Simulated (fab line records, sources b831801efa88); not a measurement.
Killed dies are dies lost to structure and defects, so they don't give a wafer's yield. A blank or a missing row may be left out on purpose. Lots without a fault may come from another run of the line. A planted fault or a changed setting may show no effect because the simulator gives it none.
Which tool did it? | flow gf180mcu | 13 lots, 39 wafers sampled, at 5 steps of a route of 602

WHAT THE GAUGES READ, wafer by wafer
GF_V4_THK_MEAS_01. Usual: V4_CVD_00_THK 599 nm, standard deviation 6.6.
lot  | measured     | on            | V4_CVD_00_THK (nm) | flag
L799 | day 23 14:19 | film_metro-04 | 586 588 598        |
L800 | day 23 20:40 | film_metro-04 | 594 587 601        |
L802 | day 24 18:04 | film_metro-04 | 609 604 597        |
L803 | day 24 23:43 | film_metro-04 | 593 596 603        |
L804 | day 25 12:44 | film_metro-04 | 610 617 613        |
L805 | day 25 20:44 | film_metro-03 | 605 596 606        |
L806 | day 26 02:46 | film_metro-03 | 592 603 597        |
L807 | day 26 08:16 | film_metro-03 | 595 597 593        |
L808 | day 26 17:04 | film_metro-04 | 598 611 598        |
L809 | day 27 02:47 | film_metro-03 | 596 600 605        |
L811 | day 27 07:58 | film_metro-01 | 597 591 595        |
L810 | day 27 08:20 | film_metro-01 | 592 594 592        |
L820 | day 30 00:08 | film_metro-03 | 605 602 593        |

GF_V4_THK_MEAS_03. Usual: V4_CVD_02_THK 851 nm, standard deviation 13.
lot  | measured     | on            | V4_CVD_02_THK (nm) | flag
L799 | day 23 14:27 | film_metro-01 | 841 874 867        |
L800 | day 23 20:48 | film_metro-03 | 856 845 864        |
L802 | day 24 18:12 | film_metro-03 | 859 855 863        |
L803 | day 24 23:51 | film_metro-01 | 838 841 838        |
L804 | day 25 12:52 | film_metro-01 | 827 853 853        |
L805 | day 25 20:52 | film_metro-01 | 822 861 853        |
L806 | day 26 02:53 | film_metro-04 | 838 829 844        |
L807 | day 26 08:25 | film_metro-03 | 855 862 881        |
L808 | day 26 17:12 | film_metro-03 | 848 845 853        |
L809 | day 27 02:55 | film_metro-01 | 867 875 879        |
L811 | day 27 08:06 | film_metro-03 | 840 855 846        |
L810 | day 27 08:28 | film_metro-04 | 848 853 855        |
L820 | day 30 00:16 | film_metro-03 | 837 792 854        |

WHICH TOOL RAN EACH LOT (tool, then ch and the chambers of the sampled wafers, then the start)
lot  | GF_M4_SPUTTER_00             | GF_M4_SPUTTER_02             | GF_V4_CVD_02
L799 | pvd_sputter-02, day 22 13:58 | pvd_sputter-02, day 22 14:05 | pecvd-02 ch 0,1,2, day 23 14:22
L800 | pvd_sputter-04, day 22 21:04 | pvd_sputter-04, day 22 21:11 | pecvd-04 ch 0,1,2, day 23 20:44
L802 | pvd_sputter-02, day 23 19:11 | pvd_sputter-02, day 23 19:19 | pecvd-02 ch 0,2, day 24 18:07
L803 | pvd_sputter-04, day 24 00:29 | pvd_sputter-04, day 24 00:37 | pecvd-04 ch 1,2, day 24 23:47
L804 | pvd_sputter-02, day 24 13:47 | pvd_sputter-02, day 24 13:55 | pecvd-02 ch 0,2, day 25 12:46
L805 | pvd_sputter-02, day 24 22:20 | pvd_sputter-02, day 24 22:28 | pecvd-04 ch 0,1,2, day 25 20:46
L806 | pvd_sputter-01, day 25 03:52 | pvd_sputter-01, day 25 03:59 | pecvd-01 ch 0,2, day 26 02:49
L807 | pvd_sputter-04, day 25 10:44 | pvd_sputter-04, day 25 10:52 | pecvd-02 ch 1,2, day 26 08:19
L808 | pvd_sputter-02, day 25 19:43 | pvd_sputter-02, day 25 19:50 | pecvd-01 ch 0,1, day 26 17:08
L809 | pvd_sputter-01, day 26 04:58 | pvd_sputter-01, day 26 05:06 | pecvd-02 ch 0,2, day 27 02:50
L811 | pvd_sputter-02, day 26 11:08 | pvd_sputter-02, day 26 11:16 | pecvd-01 ch 0,1,2, day 27 08:01
L810 | pvd_sputter-01, day 26 11:08 | pvd_sputter-01, day 26 11:16 | pecvd-02 ch 0,2, day 27 08:23
L820 | pvd_sputter-02, day 29 04:51 | pvd_sputter-02, day 29 04:59 | pecvd-04 ch 0,1,2, day 30 00:11
- GF_M4_SPUTTER_00: material Ti, target thk 37.5 nm, time 150 s.
- GF_M4_SPUTTER_02: material AlCu, target thk 450 nm, time 23.9 s.
- GF_V4_CVD_02: deposits SiO2 from TEOS, target thk 850 nm, time 94.851 s.

WHAT THE TOOLS THEMSELVES READ (means of the sampled wafers that have a number; where no wafer has one, the mark that the record gives instead)
GF_M4_SPUTTER_00. Usual: throttle_valve_pct 29.7 %, standard deviation 1.
lot  | tool           | throttle_valve_pct (%) | flag
L799 | pvd_sputter-02 | 29.0                   |
L800 | pvd_sputter-04 | 29.4                   |
L802 | pvd_sputter-02 | 30.0                   |
L803 | pvd_sputter-04 | 29.9                   |
L804 | pvd_sputter-02 | 29.3                   |
L805 | pvd_sputter-02 | 29.3                   |
L806 | pvd_sputter-01 | 29.6                   |
L807 | pvd_sputter-04 | 29.3                   |
L808 | pvd_sputter-02 | 30.0                   |
L809 | pvd_sputter-01 | 29.7                   |
L811 | pvd_sputter-02 | 28.9                   |
L810 | pvd_sputter-01 | 29.9                   |
L820 | pvd_sputter-02 | 29.1                   |

GF_M4_SPUTTER_02. Usual: throttle_valve_pct 29.7 %, standard deviation 1.
lot  | tool           | throttle_valve_pct (%) | flag
L799 | pvd_sputter-02 | 29.0                   |
L800 | pvd_sputter-04 | 29.2                   |
L802 | pvd_sputter-02 | 29.8                   |
L803 | pvd_sputter-04 | 29.9                   |
L804 | pvd_sputter-02 | 29.3                   |
L805 | pvd_sputter-02 | 29.3                   |
L806 | pvd_sputter-01 | 29.7                   |
L807 | pvd_sputter-04 | 29.4                   |
L808 | pvd_sputter-02 | 30.1                   |
L809 | pvd_sputter-01 | 29.8                   |
L811 | pvd_sputter-02 | 29.0                   |
L810 | pvd_sputter-01 | 29.8                   |
L820 | pvd_sputter-02 | 29.0                   |

GF_V4_CVD_02. Usual: heater_power_w 715 W, standard deviation 110.
lot  | tool     | heater_power_w (W) | flag
L799 | pecvd-02 | 798                |
L800 | pecvd-04 | 702                |
L802 | pecvd-02 | 715                |
L803 | pecvd-04 | 721                |
L804 | pecvd-02 | 715                |
L805 | pecvd-04 | 762                |
L806 | pecvd-01 | 605                |
L807 | pecvd-02 | 691                |
L808 | pecvd-01 | 661                |
L809 | pecvd-02 | 658                |
L811 | pecvd-01 | 659                |
L810 | pecvd-02 | 657                |
L820 | pecvd-04 | 674                |

THE ANSWER, worked out from the rows above alone
Rule: a lot is off if the mean of its wafers that have a number lies more than 3 standard deviations from the usual mean. A lot without any number at a reading at which 4 lots or more have one is off too. The other lots that the step has rows for count as sound. The gauges are gone through in route order, then the tools' own readings, and for those a lot's mean is taken as printed above. The first step at which some lot is off is used, and at that step the reading that is off furthest; a lot without a number counts as furthest.
No lot is off at any reading shown: from this, nothing can be told.

WHAT THE SIMULATOR HAD PUT IN
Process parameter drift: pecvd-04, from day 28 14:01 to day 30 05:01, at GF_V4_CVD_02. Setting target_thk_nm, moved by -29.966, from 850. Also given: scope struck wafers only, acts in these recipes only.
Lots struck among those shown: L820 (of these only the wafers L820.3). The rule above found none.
